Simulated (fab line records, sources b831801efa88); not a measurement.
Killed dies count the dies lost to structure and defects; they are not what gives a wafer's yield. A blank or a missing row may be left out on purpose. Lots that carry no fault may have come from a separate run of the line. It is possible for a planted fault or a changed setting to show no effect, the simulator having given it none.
fab line records / flow sky130 / part 2 of 2: steps 34 to 43 of 43
record lots=5 wafers=15 last_day=49
route steps=708 shown RES_XHIGH@337 SD_N@342 SD_P@359 SALICIDE@361 LI_CONTACT@362
lots untouched by any fault: they come from a run of this same line in which no faults occurred
start_h: hours from the record's opening day to when the first of the lot's shown wafers began / wait_h: time in hours since the lot's previous step / " same as the row above / L1.1+2: several wafers, shown together as one row / - value missing, or start not given / * or withheld: withheld / < > ~ a bound
route shown NAME@n: a module of which the file shows steps, and the number in the route of the first / usual: mean/standard deviation taken from wafers without a fault / same: alike in all rows / chamber/n: place in a boat / sites: the reading at each site / _std_site: standard deviation across them / _edge_site: the outer-site mean with the inner-site mean subtracted / radius_mm: for every site, how far away it sits from the centre of the wafer / mask NAME#n: copy n / behind: the tool/chamber that last shaped the wafer / hold: why the lot went on hold/how many hours it stayed there/how the hold came to an end / device: transistor that didn't switch, given as n, p or np / end of line: the tests these same wafers got at the end of their route / where a step has no rows: the recipe by itself / killed: the dies lost at the first sort to structure and to defects; this is not the yield of the wafer / map: a wafer's dies, x killed, . not, _ none there
set.NAME: the setting the step ran with; set.NAME@STEP: the setting that earlier step ran with / model.NAME: the simulator's own value behind a step, which no gauge read
lots at some steps of the route; a table a step, a row a wafer
services: when a tool's chamber went out of use (start_h, in hours from the record's first day, below 0 if earlier), for how many hours, and the reason
## steps
# step SKY_LI_CONTACT_EXPOSE_09
# recipe mask_id=LICM1 na=0.8 source_shape=annular sigma_inner=0.55 sigma_outer=0.85 target_cd_nm=170 dose_mj=38
lot.wafer=L079.4+5+6 tool=krf_scanner-01 chamber=0 start_h=- wait_h=- mask=LICM1#0
lot.wafer=L081.3+5+6 tool=krf_scanner-02 chamber=0 start_h=- wait_h=- mask=LICM1#0
lot.wafer=L085.4+5+6 tool=krf_scanner-01 chamber=0 start_h=- wait_h=- mask=LICM1#0
lot.wafer=L089.1+5+6 tool=krf_scanner-02 chamber=0 start_h=- wait_h=- mask=LICM1#0
lot.wafer=L090.3+4+6 tool=krf_scanner-01 chamber=0 start_h=- wait_h=- mask=LICM1#0
# step SKY_LI_CONTACT_PEB_10
# recipe peb_temp_c=withheld peb_time_s=withheld resist=KrF-thick
lot.wafer=L079.4+5+6 tool=litho_track-03 chamber=0 start_h=- wait_h=-
lot.wafer=L081.3+5+6 tool=litho_track-02 chamber=0 start_h=- wait_h=-
lot.wafer=L085.4+5+6 tool=litho_track-02 chamber=0 start_h=- wait_h=-
lot.wafer=L089.1+5+6 tool=litho_track-02 chamber=0 start_h=- wait_h=-
lot.wafer=L090.3+4+6 tool=litho_track-02 chamber=0 start_h=- wait_h=-
# step SKY_LI_CONTACT_DEVELOP_11
# recipe develop_time_s=60 resist=KrF-thick dev_temp_c=21
lot.wafer=L079.4+5+6 tool=litho_track-03 chamber=0 start_h=- wait_h=-
lot.wafer=L081.3+5+6 tool=litho_track-02 chamber=0 start_h=- wait_h=-
lot.wafer=L085.4+5+6 tool=litho_track-02 chamber=0 start_h=- wait_h=-
lot.wafer=L089.1+5+6 tool=litho_track-02 chamber=0 start_h=- wait_h=-
lot.wafer=L090.3+4+6 tool=litho_track-02 chamber=0 start_h=- wait_h=-
# step SKY_LI_CONTACT_CD_MEAS_12
# recipe target_cd_nm=170
# usual cd_nm=170.0/1.4
lot.wafer=L079.4 tool=cd_sem-01 chamber=- start_h=753.43 wait_h=- cd_nm=171.9
lot.wafer=L079.5 tool=cd_sem-01 chamber=- start_h=753.43 wait_h=- cd_nm=170.0
lot.wafer=L079.6 tool=cd_sem-01 chamber=- start_h=753.43 wait_h=- cd_nm=173.0
lot.wafer=L081.3 tool=cd_sem-01 chamber=- start_h=754.95 wait_h=- cd_nm=168.8
lot.wafer=L081.5 tool=cd_sem-01 chamber=- start_h=754.95 wait_h=- cd_nm=168.8
lot.wafer=L081.6 tool=cd_sem-01 chamber=- start_h=754.95 wait_h=- cd_nm=168.6
lot.wafer=L085.4 tool=cd_sem-01 chamber=- start_h=764.97 wait_h=- cd_nm=166.8
lot.wafer=L085.5 tool=cd_sem-01 chamber=- start_h=764.97 wait_h=- cd_nm=168.6
lot.wafer=L085.6 tool=cd_sem-01 chamber=- start_h=764.97 wait_h=- cd_nm=168.5
lot.wafer=L089.1 tool=cd_sem-01 chamber=- start_h=792.56 wait_h=- cd_nm=169.6
lot.wafer=L089.5 tool=cd_sem-01 chamber=- start_h=792.56 wait_h=- cd_nm=170.2
lot.wafer=L089.6 tool=cd_sem-01 chamber=- start_h=792.56 wait_h=- cd_nm=169.7
lot.wafer=L090.3 tool=cd_sem-02 chamber=- start_h=807.20 wait_h=- cd_nm=169.3
lot.wafer=L090.4 tool=cd_sem-02 chamber=- start_h=807.20 wait_h=- cd_nm=169.7
lot.wafer=L090.6 tool=cd_sem-02 chamber=- start_h=807.20 wait_h=- cd_nm=167.6
# step SKY_LI_CONTACT_OVL_MEAS_13
# usual LI_CONTACT_OVL=3/5.5
lot.wafer=L079.4 tool=overlay-02 chamber=- start_h=753.50 wait_h=0.1 LI_CONTACT_OVL[nm]=1
lot.wafer=L079.5 tool=overlay-02 chamber=- start_h=753.50 wait_h=0.1 LI_CONTACT_OVL[nm]=-1
lot.wafer=L079.6 tool=overlay-02 chamber=- start_h=753.50 wait_h=0.1 LI_CONTACT_OVL[nm]=6
lot.wafer=L081.3 tool=overlay-02 chamber=- start_h=755.05 wait_h=0.1 LI_CONTACT_OVL[nm]=14
lot.wafer=L081.5 tool=overlay-02 chamber=- start_h=755.05 wait_h=0.1 LI_CONTACT_OVL[nm]=10
lot.wafer=L081.6 tool=overlay-02 chamber=- start_h=755.05 wait_h=0.1 LI_CONTACT_OVL[nm]=8
lot.wafer=L085.4 tool=overlay-02 chamber=- start_h=765.05 wait_h=0.1 LI_CONTACT_OVL[nm]=0
lot.wafer=L085.5 tool=overlay-02 chamber=- start_h=765.05 wait_h=0.1 LI_CONTACT_OVL[nm]=9
lot.wafer=L085.6 tool=overlay-02 chamber=- start_h=765.05 wait_h=0.1 LI_CONTACT_OVL[nm]=-4
lot.wafer=L089.1 tool=overlay-02 chamber=- start_h=792.68 wait_h=0.1 LI_CONTACT_OVL[nm]=-1
lot.wafer=L089.5 tool=overlay-02 chamber=- start_h=792.68 wait_h=0.1 LI_CONTACT_OVL[nm]=-2
lot.wafer=L089.6 tool=overlay-02 chamber=- start_h=792.68 wait_h=0.1 LI_CONTACT_OVL[nm]=-1
lot.wafer=L090.3 tool=overlay-02 chamber=- start_h=807.30 wait_h=0.1 LI_CONTACT_OVL[nm]=2
lot.wafer=L090.4 tool=overlay-02 chamber=- start_h=807.30 wait_h=0.1 LI_CONTACT_OVL[nm]=5
lot.wafer=L090.6 tool=overlay-02 chamber=- start_h=807.30 wait_h=0.1 LI_CONTACT_OVL[nm]=9
# step SKY_LI_CONTACT_ETCH_14
# recipe chemistry=N2/H2 target=BARC ion_energy_ev=200 source_w=500 bias_w=100 pressure_mtorr=30 n2_flow_sccm=100 h2_flow_sccm=200 stop_on=SiO2 time_s=45.9 target_depth_a=600
# usual bias_w=99.99/0.29 drypump_motor_current_A=5.8/0.32 oes_product_au=0.854/0.0046 throttle_valve_pct=13.226/0.0088
lot.wafer=L079.4 tool=rie_diel-01 chamber=2 start_h=753.52 wait_h=0.0 bias_w=99.67 drypump_motor_current_A=6.0 oes_product_au=0.854 rf_hours_counter_h=6 throttle_valve_pct=13.223
lot.wafer=L079.5 tool=rie_diel-01 chamber=3 start_h=753.52 wait_h=0.0 bias_w=100.09 drypump_motor_current_A=6.1 oes_product_au=0.858 rf_hours_counter_h=- throttle_valve_pct=13.214
lot.wafer=L079.6 tool=rie_diel-01 chamber=2 start_h=753.52 wait_h=0.0 bias_w=99.40 drypump_motor_current_A=6.0 oes_product_au=0.858 rf_hours_counter_h=- throttle_valve_pct=13.227
lot.wafer=L081.3 tool=rie_diel-01 chamber=3 start_h=755.07 wait_h=0.0 bias_w=100.44 drypump_motor_current_A=6.1 oes_product_au=0.849 rf_hours_counter_h=7 throttle_valve_pct=13.222
lot.wafer=L081.5 tool=rie_diel-01 chamber=1 start_h=755.07 wait_h=0.0 bias_w=99.61 drypump_motor_current_A=5.7 oes_product_au=0.856 rf_hours_counter_h=- throttle_valve_pct=13.224
lot.wafer=L081.6 tool=rie_diel-01 chamber=0 start_h=755.07 wait_h=0.0 bias_w=100.01 drypump_motor_current_A=5.7 oes_product_au=0.863 rf_hours_counter_h=- throttle_valve_pct=13.221
lot.wafer=L085.4 tool=rie_diel-01 chamber=2 start_h=765.07 wait_h=0.0 bias_w=100.13 drypump_motor_current_A=6.1 oes_product_au=0.866 rf_hours_counter_h=6 throttle_valve_pct=13.223
lot.wafer=L085.5 tool=rie_diel-01 chamber=2 start_h=765.07 wait_h=0.0 bias_w=100.19 drypump_motor_current_A=6.1 oes_product_au=0.857 rf_hours_counter_h=- throttle_valve_pct=13.219
lot.wafer=L085.6 tool=rie_diel-01 chamber=3 start_h=765.07 wait_h=0.0 bias_w=99.81 drypump_motor_current_A=6.1 oes_product_au=0.855 rf_hours_counter_h=- throttle_valve_pct=13.210
lot.wafer=L089.1 tool=rie_diel-03 chamber=2 start_h=792.72 wait_h=0.0 bias_w=99.80 drypump_motor_current_A=5.5 oes_product_au=0.857 rf_hours_counter_h=6 throttle_valve_pct=13.242
lot.wafer=L089.5 tool=rie_diel-03 chamber=1 start_h=792.72 wait_h=0.0 bias_w=99.69 drypump_motor_current_A=6.3 oes_product_au=0.852 rf_hours_counter_h=- throttle_valve_pct=13.238
lot.wafer=L089.6 tool=rie_diel-03 chamber=0 start_h=792.72 wait_h=0.0 bias_w=100.26 drypump_motor_current_A=5.6 oes_product_au=0.854 rf_hours_counter_h=- throttle_valve_pct=13.227
lot.wafer=L090.3 tool=rie_diel-02 chamber=2 start_h=807.32 wait_h=0.0 bias_w=100.09 drypump_motor_current_A=6.4 oes_product_au=0.853 rf_hours_counter_h=11 throttle_valve_pct=13.221
lot.wafer=L090.4 tool=rie_diel-02 chamber=0 start_h=807.32 wait_h=0.0 bias_w=100.49 drypump_motor_current_A=5.7 oes_product_au=0.847 rf_hours_counter_h=11 throttle_valve_pct=13.241
lot.wafer=L090.6 tool=rie_diel-02 chamber=1 start_h=807.32 wait_h=0.0 bias_w=100.30 drypump_motor_current_A=5.4 oes_product_au=0.862 rf_hours_counter_h=- throttle_valve_pct=13.216
# step SKY_LI_CONTACT_ETCH_15
# recipe target=PSG chemistry=C4F8/O2/Ar stop_on=Si taper_deg=4.15 mask_material=KrF-thick source_w=1500 bias_w=1200 pressure_mtorr=40 c4f8_flow_sccm=withheld O2_flow_sccm=6 Ar_flow_sccm=300 time_s=withheld target_depth_a=6000
# usual bias_w=1200/3.7 oes_product_au=0.836/0.005
lot.wafer=L079.4 tool=rie_diel-01 chamber=2 start_h=753.56 wait_h=0.0 bias_w=1196 oes_product_au=0.839
lot.wafer=L079.5 tool=rie_diel-01 chamber=3 start_h=753.56 wait_h=0.0 bias_w=1192 oes_product_au=0.830
lot.wafer=L079.6 tool=rie_diel-01 chamber=2 start_h=753.56 wait_h=0.0 bias_w=1202 oes_product_au=0.839
lot.wafer=L081.3 tool=rie_diel-01 chamber=3 start_h=755.11 wait_h=0.0 bias_w=1202 oes_product_au=0.841
lot.wafer=L081.5 tool=rie_diel-01 chamber=1 start_h=755.11 wait_h=0.0 bias_w=1195 oes_product_au=0.843
lot.wafer=L081.6 tool=rie_diel-01 chamber=0 start_h=755.11 wait_h=0.0 bias_w=1195 oes_product_au=0.836
lot.wafer=L085.4 tool=rie_diel-01 chamber=2 start_h=765.11 wait_h=0.0 bias_w=1202 oes_product_au=0.837
lot.wafer=L085.5 tool=rie_diel-01 chamber=2 start_h=765.11 wait_h=0.0 bias_w=1206 oes_product_au=0.836
lot.wafer=L085.6 tool=rie_diel-01 chamber=3 start_h=765.11 wait_h=0.0 bias_w=1196 oes_product_au=0.839
lot.wafer=L089.1 tool=rie_diel-03 chamber=2 start_h=792.76 wait_h=0.0 bias_w=1198 oes_product_au=0.835
lot.wafer=L089.5 tool=rie_diel-03 chamber=1 start_h=792.76 wait_h=0.0 bias_w=1200 oes_product_au=0.836
lot.wafer=L089.6 tool=rie_diel-03 chamber=0 start_h=792.76 wait_h=0.0 bias_w=1196 oes_product_au=0.839
lot.wafer=L090.3 tool=rie_diel-02 chamber=2 start_h=807.36 wait_h=0.0 bias_w=1200 oes_product_au=0.836
lot.wafer=L090.4 tool=rie_diel-02 chamber=0 start_h=807.36 wait_h=0.0 bias_w=1201 oes_product_au=0.836
lot.wafer=L090.6 tool=rie_diel-02 chamber=1 start_h=807.36 wait_h=0.0 bias_w=1200 oes_product_au=0.841
# step SKY_LI_CONTACT_STRIP_16
# recipe chemistry=O2/N2 power_w=1400 pressure_mtorr=1500 platen_temp_c=withheld o2_flow_sccm=3000 n2_flow_sccm=300 overash_fraction=0.5
# usual drypump_motor_current_A=5.93/0.28 oes_product_au=0.375/0.0048 strip_time_to_endpoint_s=3.48/0.036
lot.wafer=L079.4 tool=plasma_asher-04 chamber=1 start_h=753.68 wait_h=- drypump_motor_current_A=6.22 oes_product_au=0.380 rf_hours_counter_h=- strip_time_to_endpoint_s=3.52
lot.wafer=L079.5 tool=plasma_asher-04 chamber=1 start_h=753.68 wait_h=- drypump_motor_current_A=6.20 oes_product_au=0.376 rf_hours_counter_h=- strip_time_to_endpoint_s=3.50
lot.wafer=L079.6 tool=plasma_asher-04 chamber=0 start_h=753.68 wait_h=- drypump_motor_current_A=5.59 oes_product_au=0.383 rf_hours_counter_h=- strip_time_to_endpoint_s=3.55
lot.wafer=L081.3 tool=plasma_asher-01 chamber=0 start_h=755.23 wait_h=- drypump_motor_current_A=5.97 oes_product_au=0.377 rf_hours_counter_h=- strip_time_to_endpoint_s=3.51
lot.wafer=L081.5 tool=plasma_asher-01 chamber=1 start_h=755.23 wait_h=- drypump_motor_current_A=6.29 oes_product_au=0.371 rf_hours_counter_h=- strip_time_to_endpoint_s=3.46
lot.wafer=L081.6 tool=plasma_asher-01 chamber=0 start_h=755.23 wait_h=- drypump_motor_current_A=5.98 oes_product_au=0.372 rf_hours_counter_h=- strip_time_to_endpoint_s=3.43
lot.wafer=L085.4 tool=plasma_asher-04 chamber=1 start_h=765.23 wait_h=- drypump_motor_current_A=6.18 oes_product_au=0.371 rf_hours_counter_h=- strip_time_to_endpoint_s=3.55
lot.wafer=L085.5 tool=plasma_asher-04 chamber=1 start_h=765.23 wait_h=- drypump_motor_current_A=6.19 oes_product_au=0.372 rf_hours_counter_h=- strip_time_to_endpoint_s=3.57
lot.wafer=L085.6 tool=plasma_asher-04 chamber=0 start_h=765.23 wait_h=- drypump_motor_current_A=5.59 oes_product_au=0.368 rf_hours_counter_h=- strip_time_to_endpoint_s=3.49
lot.wafer=L089.1 tool=plasma_asher-01 chamber=0 start_h=792.85 wait_h=- drypump_motor_current_A=5.97 oes_product_au=0.382 rf_hours_counter_h=66 strip_time_to_endpoint_s=3.48
lot.wafer=L089.5 tool=plasma_asher-01 chamber=0 start_h=792.85 wait_h=- drypump_motor_current_A=5.97 oes_product_au=0.375 rf_hours_counter_h=- strip_time_to_endpoint_s=3.47
lot.wafer=L089.6 tool=plasma_asher-01 chamber=1 start_h=792.85 wait_h=- drypump_motor_current_A=6.28 oes_product_au=0.377 rf_hours_counter_h=- strip_time_to_endpoint_s=3.50
lot.wafer=L090.3 tool=plasma_asher-04 chamber=0 start_h=807.48 wait_h=- drypump_motor_current_A=5.57 oes_product_au=0.378 rf_hours_counter_h=- strip_time_to_endpoint_s=3.48
lot.wafer=L090.4 tool=plasma_asher-04 chamber=1 start_h=807.48 wait_h=- drypump_motor_current_A=6.16 oes_product_au=0.369 rf_hours_counter_h=- strip_time_to_endpoint_s=3.48
lot.wafer=L090.6 tool=plasma_asher-04 chamber=1 start_h=807.48 wait_h=- drypump_motor_current_A=6.16 oes_product_au=0.375 rf_hours_counter_h=- strip_time_to_endpoint_s=3.45
# step SKY_LI_CONTACT_CLEAN_17
# recipe chemistry=NMP time_s=600 temp_c=60 dry=n2_spin
lot.wafer=L079.4+5+6 tool=wet_bench-03 chamber=2 start_h=753.75 wait_h=0.0
lot.wafer=L081.3+5+6 tool=wet_bench-03 chamber=0 start_h=755.30 wait_h=0.0
lot.wafer=L085.4+5+6 tool=wet_bench-04 chamber=2 start_h=765.30 wait_h=0.0
lot.wafer=L089.1+5+6 tool=wet_bench-01 chamber=3 start_h=792.95 wait_h=0.1
lot.wafer=L090.3+4+6 tool=wet_bench-01 chamber=0 start_h=807.55 wait_h=0.0
# step SKY_LI_CONTACT_PRE_CLEAN_18
# recipe gas=Ar time_s=5.6 bias_v=358
lot.wafer=L079.4+5+6 tool=pvd_sputter-03 chamber=- start_h=753.92 wait_h=0.0
lot.wafer=L081.3+5+6 tool=pvd_sputter-03 chamber=- start_h=755.47 wait_h=0.0
lot.wafer=L085.4+5+6 tool=pvd_sputter-04 chamber=- start_h=765.49 wait_h=0.0
lot.wafer=L089.1+5+6 tool=pvd_sputter-04 chamber=- start_h=793.12 wait_h=0.0
lot.wafer=L090.3+4+6 tool=pvd_sputter-02 chamber=- start_h=807.72 wait_h=0.0
## services
tool=wet_bench-03 chamber=- start_h=675.67 hours=1.9 kind=pm
tool=krf_scanner-01 chamber=- start_h=681.89 hours=4.4 kind=pm
tool=plasma_asher-04 chamber=- start_h=684.14 hours=0.4 kind=repair
tool=krf_scanner-01 chamber=- start_h=693.19 hours=0.8 kind=pm
tool=cmp-02 chamber=- start_h=696.84 hours=0.4 kind=repair
tool=cmp-02 chamber=- start_h=699.81 hours=0.4 kind=repair
tool=cmp-02 chamber=- start_h=700.28 hours=1.1 kind=repair
tool=wet_bench-03 chamber=- start_h=714.20 hours=4.4 kind=pm
tool=cmp-02 chamber=- start_h=724.96 hours=2.0 kind=repair
tool=plasma_asher-02 chamber=- start_h=725.05 hours=4.6 kind=repair
tool=implanter-01 chamber=- start_h=725.93 hours=1.3 kind=repair
tool=plasma_asher-02 chamber=- start_h=733.75 hours=9.0 kind=pm
tool=cmp-02 chamber=- start_h=734.89 hours=7.8 kind=pm
tool=krf_scanner-01 chamber=- start_h=737.94 hours=1.0 kind=pm
tool=iline_stepper-02 chamber=- start_h=741.57 hours=1.7 kind=pm
tool=cmp-02 chamber=- start_h=742.56 hours=0.8 kind=repair
tool=implanter-01 chamber=- start_h=752.06 hours=4.9 kind=pm
tool=plasma_asher-04 chamber=- start_h=756.55 hours=2.8 kind=pm
tool=implanter-01 chamber=- start_h=765.09 hours=3.1 kind=repair
tool=rie_diel-01 chamber=2 start_h=776.14 hours=6.9 kind=repair
tool=plasma_asher-02 chamber=- start_h=796.97 hours=2.8 kind=pm
tool=rie_diel-01 chamber=2 start_h=799.37 hours=4.4 kind=repair
tool=implanter-04 chamber=- start_h=799.41 hours=5.2 kind=repair
tool=iline_stepper-02 chamber=- start_h=800.82 hours=0.9 kind=repair
